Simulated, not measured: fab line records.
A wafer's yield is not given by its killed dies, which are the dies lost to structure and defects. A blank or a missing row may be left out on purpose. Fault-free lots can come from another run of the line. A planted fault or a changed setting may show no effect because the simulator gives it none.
fab line records + flow sky130
record
- lots=12
- wafers=36
- last-day=50
route steps=708 shown LDD_LDN@298 SPACER@305 POLY_CUT@317 PAD_OPEN@708
lots that met no fault: taken from a fault-free run of the same line
start-h: hours from the record's first day to the start of the lot's first wafer shown + wait-h: hours elapsed since this lot's preceding step + " unchanged from the row above + L1.1+2: a single row standing in for several wafers + - value missing, or start not given + * or withheld: withheld + < > ~ a bound
route shown NAME@n: NAME is a module with steps in the file, n the number in the route of the first one + usual: the fault-free wafers' mean and standard deviation + same: alike in all rows + chamber/n: place in a boat + sites: readings site by site + _std_site: their standard deviation + _edge_site: the outer-site mean with the inner-site mean subtracted + radius-mm: how far each site lies from the wafer's centre + mask NAME#n: copy n + behind: the most recent tool/chamber to have shaped the wafer + hold: the reason the lot was held/the length of the hold in hours/how it ended + device: whichever transistor did not switch (one of n, p or np) + end of line: the tests these same wafers got at the end of their route + step lacking rows: just its recipe + killed: dies lost to structure and defects at the first sort, not the wafer's yield + map: a wafer's dies, marking killed ones x, the rest . and places with no die _
set.NAME: setting as actually run; set.NAME@STEP: the setting as run at that earlier step + model.NAME: the simulator's own value behind a step, which no gauge read
route steps across a sampled set of lots; one table per step, one row per wafer
services: from which hour (start-h, from the record's first day; less than 0 if before it) a tool's chamber was out of use, for how many hours, and why
## steps
# step SKY_LDD_LDN_IMPLANT_09
# recipe
- species=As
- energy-kev=15
- dose-cm2=1.25e+13
- tilt-deg=withheld
- rotation-deg=113
# usual
- implant-ion-amu=75/0
| lot.wafer | tool         | chamber | start-h | wait-h | implant-ion-amu |
|-----------|--------------|---------|---------|--------|-----------------|
| L734.2    | implanter-01 | 0       | 559.58  | 0.1    | 75              |
| L734.3    | "            | 0       | "       | "      | 75              |
| L734.4    | "            | 0       | "       | "      | 75              |
| L737.1    | implanter-03 | 0       | 574.47  | 0.1    | 75              |
| L737.2    | "            | 0       | "       | "      | 75              |
| L737.3    | "            | 0       | "       | "      | 75              |
| L736.2    | implanter-03 | 0       | 578.54  | 0.1    | 75              |
| L736.5    | "            | 0       | "       | "      | 75              |
| L736.6    | "            | 0       | "       | "      | 75              |
| L740.3    | implanter-01 | 0       | 604.17  | 0.1    | 75              |
| L740.4    | "            | 0       | "       | "      | 75              |
| L740.6    | "            | 0       | "       | "      | 75              |
| L741.1    | implanter-04 | 0       | 609.31  | 0.1    | 75              |
| L741.4    | "            | 0       | "       | "      | 75              |
| L741.6    | "            | 0       | "       | "      | 75              |
| L743.1    | implanter-01 | 0       | 628.72  | 0.1    | 75              |
| L743.2    | "            | 0       | "       | "      | 75              |
| L743.6    | "            | 0       | "       | "      | 75              |
| L744.2    | implanter-04 | 0       | 639.64  | 0.1    | 75              |
| L744.3    | "            | 0       | "       | "      | 75              |
| L744.4    | "            | 0       | "       | "      | 75              |
| L746.4    | implanter-03 | 0       | 662.08  | 0.1    | 75              |
| L746.5    | "            | 0       | "       | "      | 75              |
| L746.6    | "            | 0       | "       | "      | 75              |
| L748.1    | implanter-03 | 0       | 674.87  | 0.1    | 31              |
| L748.3    | "            | 0       | "       | "      | 31              |
| L748.4    | "            | 0       | "       | "      | 31              |
| L749.1    | implanter-03 | 0       | 677.57  | 0.1    | 31              |
| L749.5    | "            | 0       | "       | "      | 31              |
| L749.6    | "            | 0       | "       | "      | 31              |
| L750.3    | implanter-04 | 0       | 684.97  | 0.1    | 31              |
| L750.4    | "            | 0       | "       | "      | 31              |
| L750.5    | "            | 0       | "       | "      | 31              |
| L751.2    | implanter-03 | 0       | 688.00  | 0.1    | 31              |
| L751.3    | "            | 0       | "       | "      | 31              |
| L751.5    | "            | 0       | "       | "      | 31              |
# step SKY_LDD_LDN_STRIP_12
# recipe
- chemistry=O2/N2
- power-w=1400
- pressure-mtorr=1500
- platen-temp-c=withheld
- o2-flow-sccm=3000
- n2-flow-sccm=300
- overash-fraction=0.5
# usual
- drypump-motor-current-A=6.2/0.51
- oes-product-au=0.715/0.0038
- strip-time-to-endpoint-s=14.18/0.046
# same
- overash-fraction=0.5
| lot.wafer | tool            | chamber | start-h | wait-h | drypump-motor-current-A | oes-product-au | rf-hours-counter-h | strip-time-to-endpoint-s |
|-----------|-----------------|---------|---------|--------|-------------------------|----------------|--------------------|--------------------------|
| L734.2    | plasma-asher-04 | 1       | 560.01  | 0.1    | 6.3                     | 0.716          | 87                 | 14.09                    |
| L734.3    | "               | 1       | "       | "      | 6.3                     | 0.714          | -                  | 14.13                    |
| L734.4    | "               | 0       | "       | "      | 6.5                     | 0.711          | -                  | 14.11                    |
| L737.1    | plasma-asher-04 | 0       | 574.92  | 0.1    | 6.5                     | 0.710          | 89                 | 14.20                    |
| L737.2    | "               | 1       | "       | "      | 6.3                     | 0.713          | 89                 | 14.23                    |
| L737.3    | "               | 1       | "       | "      | 6.3                     | 0.717          | -                  | 14.18                    |
| L736.2    | plasma-asher-01 | 1       | 578.97  | 0.1    | 5.6                     | 0.719          | 46                 | 14.24                    |
| L736.5    | "               | 1       | "       | "      | 5.6                     | 0.714          | -                  | 14.29                    |
| L736.6    | "               | 0       | "       | "      | 5.1                     | 0.721          | -                  | 14.23                    |
| L740.3    | plasma-asher-03 | 1       | 604.60  | 0.1    | 6.8                     | 0.721          | -                  | 14.17                    |
| L740.4    | "               | 0       | "       | "      | 5.9                     | 0.708          | -                  | 14.11                    |
| L740.6    | "               | 0       | "       | "      | 5.9                     | 0.719          | -                  | 14.17                    |
| L741.1    | plasma-asher-04 | 1       | 609.76  | 0.1    | 6.3                     | 0.721          | 92                 | 14.26                    |
| L741.4    | "               | 0       | "       | "      | 6.5                     | 0.716          | -                  | 14.19                    |
| L741.6    | "               | 1       | "       | "      | 6.3                     | 0.716          | -                  | 14.25                    |
| L743.1    | plasma-asher-03 | 1       | 629.17  | 0.1    | 6.8                     | 0.703          | 81                 | 14.21                    |
| L743.2    | "               | 0       | "       | "      | 5.9                     | 0.718          | 81                 | 14.21                    |
| L743.6    | "               | 0       | "       | "      | 5.9                     | 0.718          | -                  | 14.19                    |
| L744.2    | plasma-asher-04 | 1       | 640.07  | 0.1    | 6.3                     | 0.715          | 95                 | 14.18                    |
| L744.3    | "               | 1       | "       | "      | 6.3                     | 0.718          | -                  | 14.15                    |
| L744.4    | "               | 0       | "       | "      | 6.5                     | 0.718          | -                  | 14.16                    |
| L746.4    | plasma-asher-01 | 1       | 662.49  | 0.1    | 5.6                     | 0.715          | -                  | 14.13                    |
| L746.5    | "               | 0       | "       | "      | 5.1                     | 0.715          | -                  | 14.20                    |
| L746.6    | "               | 1       | "       | "      | 5.6                     | 0.715          | -                  | 14.19                    |
| L748.1    | plasma-asher-03 | 1       | 675.32  | 0.1    | 6.8                     | 0.713          | 85                 | 14.21                    |
| L748.3    | "               | 1       | "       | "      | 6.8                     | 0.719          | -                  | 14.22                    |
| L748.4    | "               | 0       | "       | "      | 5.9                     | 0.710          | -                  | 14.22                    |
| L749.1    | plasma-asher-01 | 1       | 678.02  | 0.1    | 5.6                     | 0.712          | 56                 | 14.16                    |
| L749.5    | "               | 1       | "       | "      | 5.6                     | 0.714          | -                  | 14.14                    |
| L749.6    | "               | 0       | "       | "      | 5.1                     | 0.714          | -                  | 14.14                    |
| L750.3    | plasma-asher-04 | 1       | 685.40  | 0.1    | 6.3                     | 0.717          | -                  | 14.17                    |
| L750.4    | "               | 0       | "       | "      | 6.5                     | 0.717          | -                  | 14.17                    |
| L750.5    | "               | 0       | "       | "      | 6.5                     | 0.715          | -                  | 14.18                    |
| L751.2    | plasma-asher-04 | 0       | 688.42  | 0.1    | 6.5                     | 0.718          | 100                | 14.20                    |
| L751.3    | "               | 0       | "       | "      | 6.5                     | 0.714          | -                  | 14.17                    |
| L751.5    | "               | 1       | "       | "      | 6.3                     | 0.714          | -                  | 14.23                    |
# step SKY_LDD_LDN_TW_MEAS_13
# usual
- LDD_LDN_TW=1478/23
| lot.wafer | tool          | chamber | start-h | wait-h | LDD_LDN_TW |
|-----------|---------------|---------|---------|--------|------------|
| L734.2    | film-metro-03 | -       | 560.12  | 0.1    | 1460       |
| L734.3    | "             | -       | "       | "      | 1459       |
| L734.4    | "             | -       | "       | "      | 1460       |
| L737.1    | film-metro-03 | -       | 575.02  | 0.1    | 1454       |
| L737.2    | "             | -       | "       | "      | 1455       |
| L737.3    | "             | -       | "       | "      | 1461       |
| L736.2    | film-metro-03 | -       | 579.08  | 0.1    | 1466       |
| L736.5    | "             | -       | "       | "      | 1463       |
| L736.6    | "             | -       | "       | "      | 1457       |
| L740.3    | film-metro-04 | -       | 604.69  | 0.1    | 1506       |
| L740.4    | "             | -       | "       | "      | 1504       |
| L740.6    | "             | -       | "       | "      | 1509       |
| L741.1    | film-metro-03 | -       | 609.86  | 0.1    | 1465       |
| L741.4    | "             | -       | "       | "      | 1454       |
| L741.6    | "             | -       | "       | "      | 1454       |
| L743.1    | film-metro-03 | -       | 629.27  | 0.1    | 1451       |
| L743.2    | "             | -       | "       | "      | 1454       |
| L743.6    | "             | -       | "       | "      | 1457       |
| L744.2    | film-metro-03 | -       | 640.18  | 0.1    | 1455       |
| L744.3    | "             | -       | "       | "      | 1456       |
| L744.4    | "             | -       | "       | "      | 1453       |
| L746.4    | film-metro-03 | -       | 662.59  | 0.1    | 1454       |
| L746.5    | "             | -       | "       | "      | 1449       |
| L746.6    | "             | -       | "       | "      | 1462       |
| L748.1    | film-metro-03 | -       | 675.42  | 0.1    | 1385       |
| L748.3    | "             | -       | "       | "      | 1381       |
| L748.4    | "             | -       | "       | "      | 1385       |
| L749.1    | film-metro-02 | -       | 678.12  | 0.1    | 1434       |
| L749.5    | "             | -       | "       | "      | 1438       |
| L749.6    | "             | -       | "       | "      | 1446       |
| L750.3    | film-metro-03 | -       | 685.49  | 0.1    | 1386       |
| L750.4    | "             | -       | "       | "      | 1386       |
| L750.5    | "             | -       | "       | "      | 1381       |
| L751.2    | film-metro-03 | -       | 688.53  | 0.1    | 1385       |
| L751.3    | "             | -       | "       | "      | 1387       |
| L751.5    | "             | -       | "       | "      | 1387       |
# step SKY_SPACER_THK_MEAS_01
# recipe
- reads=Si3N4_of_SPACER_CVD_00
# usual
- SPACER_CVD_00_THK=43.0/0.36
| lot.wafer | tool          | chamber | start-h | wait-h | SPACER_CVD_00_THK[nm] |
|-----------|---------------|---------|---------|--------|-----------------------|
| L734.2    | film-metro-01 | -       | 562.20  | 0.0    | 43.1                  |
| L734.3    | "             | -       | "       | "      | 43.3                  |
| L734.4    | "             | -       | "       | "      | 43.4                  |
| L737.1    | film-metro-04 | -       | 577.59  | 0.0    | 42.3                  |
| L737.2    | "             | -       | "       | "      | 43.0                  |
| L737.3    | "             | -       | "       | "      | 42.5                  |
| L736.2    | film-metro-01 | -       | 580.39  | 0.0    | 42.6                  |
| L736.5    | "             | -       | "       | "      | 42.7                  |
| L736.6    | "             | -       | "       | "      | 42.6                  |
| L740.3    | film-metro-04 | -       | 607.66  | 0.0    | 42.9                  |
| L740.4    | "             | -       | "       | "      | 43.0                  |
| L740.6    | "             | -       | "       | "      | 43.1                  |
| L741.1    | film-metro-04 | -       | 612.41  | 0.0    | 42.8                  |
| L741.4    | "             | -       | "       | "      | 42.8                  |
| L741.6    | "             | -       | "       | "      | 42.3                  |
| L743.1    | film-metro-03 | -       | 631.95  | 0.0    | 43.8                  |
| L743.2    | "             | -       | "       | "      | 43.3                  |
| L743.6    | "             | -       | "       | "      | 43.3                  |
| L744.2    | film-metro-03 | -       | 642.27  | 0.0    | 43.1                  |
| L744.3    | "             | -       | "       | "      | 43.2                  |
| L744.4    | "             | -       | "       | "      | 42.9                  |
| L746.4    | film-metro-03 | -       | 663.91  | 0.0    | 42.9                  |
| L746.5    | "             | -       | "       | "      | 42.5                  |
| L746.6    | "             | -       | "       | "      | 43.1                  |
| L748.1    | film-metro-01 | -       | 676.74  | 0.0    | 43.0                  |
| L748.3    | "             | -       | "       | "      | 42.9                  |
| L748.4    | "             | -       | "       | "      | 42.9                  |
| L749.1    | film-metro-04 | -       | 679.95  | 0.1    | 42.9                  |
| L749.5    | "             | -       | "       | "      | 42.8                  |
| L749.6    | "             | -       | "       | "      | 43.0                  |
| L750.3    | film-metro-04 | -       | 686.81  | 0.0    | 42.5                  |
| L750.4    | "             | -       | "       | "      | 42.9                  |
| L750.5    | "             | -       | "       | "      | 42.7                  |
| L751.2    | film-metro-04 | -       | 691.01  | 0.0    | 42.8                  |
| L751.3    | "             | -       | "       | "      | 42.9                  |
| L751.5    | "             | -       | "       | "      | 43.2                  |
# step SKY_POLY_CUT_ETCH_10
# recipe
- chemistry=N2/H2
- target=BARC
- ion-energy-ev=200
- source-w=500
- bias-w=100
- pressure-mtorr=30
- n2-flow-sccm=100
- h2-flow-sccm=200
- stop-on=SiO2
- time-s=45.9
- target-depth-a=600
# usual
- drypump-motor-current-A=5.8/0.35
- oes-product-au=0.854/0.0048
- throttle-valve-pct=13.223/0.0088
# same
- time-s=45.9
| lot.wafer | tool        | chamber | start-h | wait-h | drypump-motor-current-A | oes-product-au | rf-hours-counter-h | throttle-valve-pct |
|-----------|-------------|---------|---------|--------|-------------------------|----------------|--------------------|--------------------|
| L734.2    | rie-diel-03 | 0       | 592.19  | 0.0    | 6.1                     | 0.852          | 67                 | 13.213             |
| L734.3    | "           | 3       | "       | "      | 5.4                     | 0.855          | 1                  | 13.220             |
| L734.4    | "           | 2       | "       | "      | 5.6                     | 0.853          | 11                 | 13.224             |
| L737.1    | rie-diel-01 | 1       | 607.34  | 0.0    | 6.1                     | 0.852          | 9                  | 13.232             |
| L737.2    | "           | 3       | "       | "      | 5.3                     | 0.856          | 47                 | 13.233             |
| L737.3    | "           | 0       | "       | "      | 5.9                     | 0.856          | 10                 | 13.232             |
| L736.2    | rie-diel-04 | 0       | 610.31  | 0.0    | 5.5                     | 0.849          | 8                  | 13.234             |
| L736.5    | "           | 0       | "       | "      | 5.5                     | 0.860          | -                  | 13.250             |
| L736.6    | "           | 1       | "       | "      | 5.9                     | 0.858          | -                  | 13.224             |
| L740.3    | rie-diel-03 | 2       | 636.66  | 0.0    | 5.6                     | 0.864          | 11                 | 13.219             |
| L740.4    | "           | 3       | "       | "      | 5.4                     | 0.858          | -                  | 13.232             |
| L740.6    | "           | 2       | "       | "      | 5.6                     | 0.853          | -                  | 13.218             |
| L741.1    | rie-diel-01 | 2       | 642.23  | 0.0    | 6.3                     | 0.859          | 11                 | 13.212             |
| L741.4    | "           | 0       | "       | "      | 5.9                     | 0.850          | 10                 | 13.225             |
| L741.6    | "           | 0       | "       | "      | 5.9                     | 0.849          | -                  | 13.214             |
| L743.1    | rie-diel-01 | 1       | 661.38  | 0.0    | 6.0                     | 0.857          | 10                 | 13.217             |
| L743.2    | "           | 0       | "       | "      | 5.9                     | 0.852          | 11                 | 13.211             |
| L743.6    | "           | 2       | "       | "      | 6.3                     | 0.852          | -                  | 13.205             |
| L744.2    | rie-diel-03 | 1       | 671.81  | 0.0    | 6.4                     | 0.851          | 3                  | 13.211             |
| L744.3    | "           | 2       | "       | "      | 5.6                     | 0.853          | 12                 | 13.221             |
| L744.4    | "           | 3       | "       | "      | 5.4                     | 0.851          | 2                  | 13.221             |
| L746.4    | rie-diel-04 | 2       | 692.48  | 0.0    | 5.5                     | 0.854          | 7                  | 13.214             |
| L746.5    | "           | 1       | "       | "      | 5.9                     | 0.849          | -                  | 13.227             |
| L746.6    | "           | 2       | "       | "      | 5.5                     | 0.855          | -                  | 13.230             |
| L748.1    | rie-diel-03 | 0       | 705.71  | 0.0    | 6.0                     | 0.855          | 1                  | 13.214             |
| L748.3    | "           | 2       | "       | "      | 5.6                     | 0.859          | 12                 | 13.225             |
| L748.4    | "           | 3       | "       | "      | 5.4                     | 0.850          | 3                  | 13.233             |
| L749.1    | rie-diel-03 | 0       | 708.56  | 0.0    | 6.1                     | 0.855          | 1                  | 13.244             |
| L749.5    | "           | 2       | "       | "      | 5.6                     | 0.850          | -                  | 13.210             |
| L749.6    | "           | 1       | "       | "      | 6.4                     | 0.852          | -                  | 13.218             |
| L750.3    | rie-diel-04 | 0       | 714.98  | 0.0    | 5.4                     | 0.856          | 11                 | 13.233             |
| L750.4    | "           | 3       | "       | "      | 5.5                     | 0.864          | 4                  | 13.224             |
| L750.5    | "           | 2       | "       | "      | 5.5                     | 0.851          | -                  | 13.236             |
| L751.2    | rie-diel-04 | 3       | 720.43  | 0.0    | 5.5                     | 0.859          | 4                  | 13.224             |
| L751.3    | "           | 1       | "       | "      | 5.9                     | 0.857          | 17                 | 13.231             |
| L751.5    | "           | 2       | "       | "      | 5.5                     | 0.852          | -                  | 13.233             |
# step SKY_PAD_OPEN_PROBE_99
# usual
- killed_at_M0_to_M3=43/6.4
- killed_at_M4_up=3.2/1.8
- killed-at-contacts=25/5.5
- killed-at-front-end=16/5.2
- killed-at-other=0.3/0.49
- killed-dies=88/10
- killed-open=48/7
- killed-short=40/7.1
# same
- gross-dies=492
- killed-at-back-side=0
| lot.wafer | tool      | chamber | start-h | wait-h | killed_at_M0_to_M3 | killed_at_M4_up | killed-at-contacts | killed-at-front-end | killed-at-other | killed-dies | killed-open | killed-short |
|-----------|-----------|---------|---------|--------|--------------------|-----------------|--------------------|---------------------|-----------------|-------------|-------------|--------------|
| L734.2    | prober-01 | -       | 1102.08 | 0.1    | 51                 | 2               | 17                 | 8                   | 0               | 78          | 39          | 39           |
| L734.3    | prober-01 | -       | 1102.13 | 0.2    | 35                 | 8               | 34                 | 15                  | 1               | 93          | 58          | 35           |
| L734.4    | prober-01 | -       | 1102.18 | 0.2    | 49                 | 3               | 32                 | 7                   | 0               | 91          | 47          | 44           |
| L736.2    | prober-02 | -       | 1115.60 | 0.1    | 44                 | 2               | 28                 | 9                   | 0               | 83          | 53          | 30           |
| L736.5    | prober-02 | -       | 1115.75 | 0.2    | 50                 | 1               | 16                 | 11                  | 0               | 78          | 37          | 41           |
| L736.6    | prober-02 | -       | 1115.80 | 0.2    | 53                 | 3               | 24                 | 13                  | 0               | 93          | 51          | 42           |
| L740.3    | prober-01 | -       | 1134.97 | 0.2    | 34                 | 2               | 35                 | 15                  | 1               | 87          | 49          | 38           |
| L740.4    | prober-01 | -       | 1135.02 | 0.2    | 42                 | 3               | 16                 | 16                  | 0               | 77          | 48          | 29           |
| L740.6    | prober-01 | -       | 1135.12 | 0.2    | 51                 | 1               | 14                 | 17                  | 0               | 83          | 47          | 36           |
| L744.2    | prober-01 | -       | 1160.83 | 0.1    | 34                 | 0               | 22                 | 21                  | 0               | 77          | 42          | 35           |
| L744.3    | prober-01 | -       | 1160.88 | 0.2    | 52                 | 2               | 28                 | 20                  | 0               | 102         | 51          | 51           |
| L744.4    | prober-01 | -       | 1160.93 | 0.2    | 40                 | 2               | 37                 | 31                  | 1               | 111         | 58          | 53           |
| L748.1    | prober-02 | -       | 1178.85 | 0.1    | 39                 | 7               | 17                 | 19                  | 0               | 82          | 41          | 41           |
| L748.3    | prober-02 | -       | 1178.95 | 0.2    | 42                 | 1               | 26                 | 24                  | 0               | 93          | 48          | 45           |
| L748.4    | prober-02 | -       | 1179.00 | 0.2    | 34                 | 5               | 27                 | 11                  | 0               | 77          | 48          | 29           |
| L749.1    | prober-01 | -       | 1181.83 | 0.1    | 41                 | 1               | 24                 | 18                  | 0               | 84          | 49          | 35           |
| L749.5    | prober-01 | -       | 1182.03 | 0.2    | 47                 | 5               | 21                 | 16                  | 0               | 89          | 45          | 44           |
| L749.6    | prober-01 | -       | 1182.08 | 0.2    | 45                 | 4               | 28                 | 15                  | 0               | 92          | 50          | 42           |
| L750.3    | prober-02 | -       | 1185.67 | 0.2    | 49                 | 5               | 18                 | 19                  | 1               | 92          | 43          | 49           |
| L750.4    | prober-02 | -       | 1185.72 | 0.2    | 40                 | 6               | 13                 | 10                  | 0               | 69          | 34          | 35           |
| L750.5    | prober-02 | -       | 1185.77 | 0.2    | 51                 | 3               | 19                 | 15                  | 1               | 89          | 39          | 50           |
| L751.2    | prober-01 | -       | 1188.40 | 0.1    | 49                 | 6               | 15                 | 23                  | 0               | 93          | 51          | 42           |
| L751.3    | prober-01 | -       | 1188.45 | 0.2    | 39                 | 4               | 24                 | 24                  | 0               | 91          | 49          | 42           |
| L751.5    | prober-01 | -       | 1188.55 | 0.2    | 49                 | 3               | 26                 | 20                  | 0               | 98          | 59          | 39           |
# killed by level:class
L734.2 VIA1:geometric-particle:open=9 METAL2:geometric-particle:short=9 CONTACT:geometric-particle:open=8 VIA1:geometric-particle:short=7 LI_CONTACT:geometric-particle:open=5 METAL1:geometric-particle:short=5 VIA3:geometric-particle:short=5 VIA3:geometric-particle:open=5
L734.3 CONTACT:geometric-particle:open=14 VIA1:geometric-particle:open=12 POLY_GATE:geometric-particle:open=6 LI_CONTACT:geometric-particle:open=6 CONTACT:geometric-particle:short=5 LOCAL_INTERCONNECT:geometric-particle:short=4 VIA3:geometric-particle:short=4 VIA1:geometric-particle:short=4
L734.4 VIA1:geometric-particle:open=10 CONTACT:geometric-particle:short=9 CONTACT:geometric-particle:open=9 VIA3:geometric-particle:open=9 METAL1:geometric-particle:short=7 LI_CONTACT:geometric-particle:open=6 VIA3:geometric-particle:short=4 LOCAL_INTERCONNECT:geometric-particle:short=4
L736.2 VIA1:geometric-particle:open=11 CONTACT:geometric-particle:open=10 LI_CONTACT:geometric-particle:open=9 VIA2:geometric-particle:open=7 VIA3:geometric-particle:open=7 METAL1:geometric-particle:short=5 VIA1:geometric-particle:short=5 LOCAL_INTERCONNECT:geometric-particle:short=3
L736.5 VIA2:geometric-particle:open=11 CONTACT:geometric-particle:open=8 METAL1:geometric-particle:short=7 VIA1:geometric-particle:open=6 METAL2:geometric-particle:short=5 VIA3:geometric-particle:short=5 FIELD_ISO:geometric-particle:short=4 METAL3:geometric-particle:short=4
L736.6 VIA3:geometric-particle:open=12 VIA2:geometric-particle:open=9 CONTACT:geometric-particle:open=8 METAL2:geometric-particle:short=8 VIA1:geometric-particle:open=7 VIA1:geometric-particle:short=7 CONTACT:geometric-particle:short=6 FIELD_ISO:geometric-particle:open=4
L740.3 CONTACT:geometric-particle:open=14 VIA2:geometric-particle:open=9 CONTACT:geometric-particle:short=8 POLY_GATE:geometric-particle:short=7 LI_CONTACT:geometric-particle:open=7 METAL1:geometric-particle:short=5 VIA1:geometric-particle:open=5 VIA3:geometric-particle:open=5
L740.4 VIA2:geometric-particle:open=15 VIA1:geometric-particle:open=8 CONTACT:geometric-particle:short=6 POLY_GATE:geometric-particle:open=5 METAL1:geometric-particle:short=4 VIA3:geometric-particle:open=4 METAL2:geometric-particle:short=3 VIA2:geometric-particle:short=3
L740.6 VIA2:geometric-particle:open=13 VIA1:geometric-particle:open=10 CONTACT:geometric-particle:open=7 METAL1:geometric-particle:short=6 FIELD_ISO:geometric-particle:short=5 FIELD_ISO:geometric-particle:open=5 METAL3:geometric-particle:short=4 VIA3:geometric-particle:short=4
L744.2 CONTACT:geometric-particle:open=11 VIA1:geometric-particle:open=9 POLY_GATE:geometric-particle:short=7 FIELD_ISO:geometric-particle:open=6 METAL2:geometric-particle:short=6 FIELD_ISO:geometric-particle:short=5 VIA2:geometric-particle:open=5 LI_CONTACT:geometric-particle:open=4
L744.3 CONTACT:geometric-particle:open=10 VIA3:geometric-particle:open=10 METAL2:geometric-particle:short=10 POLY_GATE:geometric-particle:short=7 CONTACT:geometric-particle:short=7 POLY_GATE:geometric-particle:open=6 VIA1:geometric-particle:open=6 LI_CONTACT:geometric-particle:open=6
L744.4 CONTACT:geometric-particle:open=20 FIELD_ISO:geometric-particle:short=11 METAL2:geometric-particle:short=8 VIA1:geometric-particle:short=8 FIELD_ISO:geometric-particle:open=6 LI_CONTACT:geometric-particle:open=6 POLY_GATE:geometric-particle:short=6 POLY_GATE:geometric-particle:open=5
L748.1 VIA1:geometric-particle:open=10 METAL2:geometric-particle:short=6 CONTACT:geometric-particle:short=5 VIA3:geometric-particle:open=5 METAL4:geometric-particle:short=5 FIELD_ISO:geometric-particle:open=4 FIELD_ISO:geometric-particle:short=4 POLY_GATE:geometric-particle:open=4
L748.3 VIA1:geometric-particle:open=10 LI_CONTACT:geometric-particle:open=7 LOCAL_INTERCONNECT:geometric-particle:short=7 FIELD_ISO:geometric-particle:open=6 CONTACT:geometric-particle:open=6 METAL3:geometric-particle:short=6 FIELD_ISO:geometric-particle:short=5 VIA1:geometric-particle:short=5
L748.4 CONTACT:geometric-particle:open=8 VIA3:geometric-particle:open=7 LI_CONTACT:geometric-particle:open=7 VIA1:geometric-particle:open=7 LOCAL_INTERCONNECT:geometric-particle:short=6 METAL1:geometric-particle:short=4 VIA2:geometric-particle:open=4 FIELD_ISO:geometric-particle:open=3
L749.1 CONTACT:geometric-particle:open=13 VIA1:geometric-particle:open=13 VIA1:geometric-particle:short=6 METAL2:geometric-particle:short=5 POLY_GATE:geometric-particle:open=5 CONTACT:geometric-particle:short=5 VIA3:geometric-particle:open=5 POLY_GATE:geometric-particle:short=4
L749.5 METAL2:geometric-particle:short=9 LI_CONTACT:geometric-particle:open=8 VIA1:geometric-particle:open=8 VIA3:geometric-particle:open=6 CONTACT:geometric-particle:open=5 METAL1:geometric-particle:short=5 VIA2:geometric-particle:open=5 CONTACT:geometric-particle:short=4
L749.6 VIA1:geometric-particle:open=11 CONTACT:geometric-particle:open=8 METAL1:geometric-particle:short=6 VIA3:geometric-particle:open=6 CONTACT:geometric-particle:short=5 METAL2:geometric-particle:short=5 VIA2:geometric-particle:open=5 POLY_GATE:geometric-particle:short=4
L750.3 VIA1:geometric-particle:open=8 VIA2:geometric-particle:open=8 CONTACT:geometric-particle:open=6 METAL1:geometric-particle:short=6 FIELD_ISO:geometric-particle:short=5 VIA2:geometric-particle:short=5 METAL2:geometric-particle:short=5 VIA3:geometric-particle:open=5
L750.4 CONTACT:geometric-particle:open=6 METAL1:geometric-particle:short=5 VIA1:geometric-particle:short=5 METAL2:geometric-particle:short=4 VIA2:geometric-particle:open=4 METAL3:geometric-particle:short=4 FIELD_ISO:geometric-particle:open=3 METAL4:geometric-particle:short=3
L750.5 VIA2:geometric-particle:open=9 METAL1:geometric-particle:short=7 VIA1:geometric-particle:open=7 METAL2:geometric-particle:short=7 LOCAL_INTERCONNECT:geometric-particle:short=6 VIA3:geometric-particle:open=6 FIELD_ISO:geometric-particle:short=5 CONTACT:geometric-particle:open=5
L751.2 VIA2:geometric-particle:open=10 VIA1:geometric-particle:open=9 METAL1:geometric-particle:short=9 FIELD_ISO:geometric-particle:open=8 POLY_GATE:geometric-particle:open=5 LI_CONTACT:geometric-particle:open=5 METAL3:geometric-particle:short=5 CONTACT:geometric-particle:open=4
L751.3 VIA1:geometric-particle:open=11 LI_CONTACT:geometric-particle:open=6 CONTACT:geometric-particle:open=6 FIELD_ISO:geometric-particle:short=5 FIELD_ISO:geometric-particle:open=5 POLY_GATE:geometric-particle:short=5 METAL1:geometric-particle:short=5 LOCAL_INTERCONNECT:geometric-particle:short=5
L751.5 VIA1:geometric-particle:open=14 LI_CONTACT:geometric-particle:open=12 METAL1:geometric-particle:short=10 CONTACT:geometric-particle:open=7 FIELD_ISO:geometric-particle:short=5 POLY_GATE:geometric-particle:open=5 VIA2:geometric-particle:open=5 FIELD_ISO:geometric-particle:open=4
## services
| tool            | chamber | start-h | hours | kind   |
|-----------------|---------|---------|-------|--------|
| rie-diel-01     | 0       | 535.97  | 7.2   | repair |
| rie-diel-01     | 1       | 552.56  | 10.0  | repair |
| implanter-04    | -       | 559.85  | 2.7   | repair |
| rie-diel-03     | -       | 567.00  | 14.6  | pm     |
| plasma-asher-03 | -       | 569.74  | 1.7   | repair |
| rie-diel-01     | 0       | 588.43  | 4.4   | repair |
| rie-diel-01     | 2       | 605.44  | 13.3  | repair |
| rie-diel-03     | 0       | 606.53  | 6.6   | repair |
| rie-diel-04     | 1       | 611.18  | 14.6  | repair |
| rie-diel-03     | 0       | 615.88  | -     | clean  |
| plasma-asher-04 | -       | 624.04  | 1.3   | repair |
| plasma-asher-03 | -       | 632.61  | 3.4   | repair |
| rie-diel-03     | 1       | 637.86  | 1.7   | repair |
| implanter-04    | -       | 641.97  | 1.2   | repair |
| implanter-03    | -       | 645.58  | 4.7   | repair |
| plasma-asher-04 | -       | 650.11  | 0.3   | repair |
| plasma-asher-01 | -       | 657.93  | 1.7   | repair |
| implanter-03    | -       | 658.72  | 1.6   | repair |
| implanter-04    | -       | 673.62  | 3.3   | pm     |
| plasma-asher-04 | -       | 679.44  | 2.8   | pm     |
| rie-diel-03     | 2       | 682.70  | 3.8   | repair |
| implanter-03    | -       | 695.74  | 4.5   | pm     |
| implanter-04    | -       | 706.53  | 3.0   | repair |
| rie-diel-03     | 1       | 719.52  | 4.5   | repair |
## key
first-sign
- step=SKY_LDD_LDN_IMPLANT_09
- reading=implant-ion-amu
- direction=down
- sigmas=99+
- usual=75
- struck=31
effect
- step=SKY_LDD_LDN_TW_MEAS_13
- reading=LDD_LDN_TW
- direction=down
- sigmas=3.4
- usual=1478
- struck=1398
met-at SKY_LDD_LDN_IMPLANT_09
struck-lots L748,L749,L750,L751
tester-left-out L748,L749,L750,L751
not-acting-at SKY_LDD_LDN_STRIP_12,SKY_SPACER_THK_MEAS_01,SKY_POLY_CUT_ETCH_10
onset-between 662.08 674.87
fault
- kind=wrong-recipe-download
- tool=implanter-01,implanter-03,implanter-04
- chamber=-
- onset-h=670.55
- steps=SKY_LDD_LDN_IMPLANT_09
- wrong-recipe.not-listed=1
# tester-left-out: of these lots the tester's yield and bins aren't shown, on N5 and GAA mostly nor the transistor test; their killed dies are dies lost to structure and defects alone, not to doping, threshold or leakage, so they don't give the yield
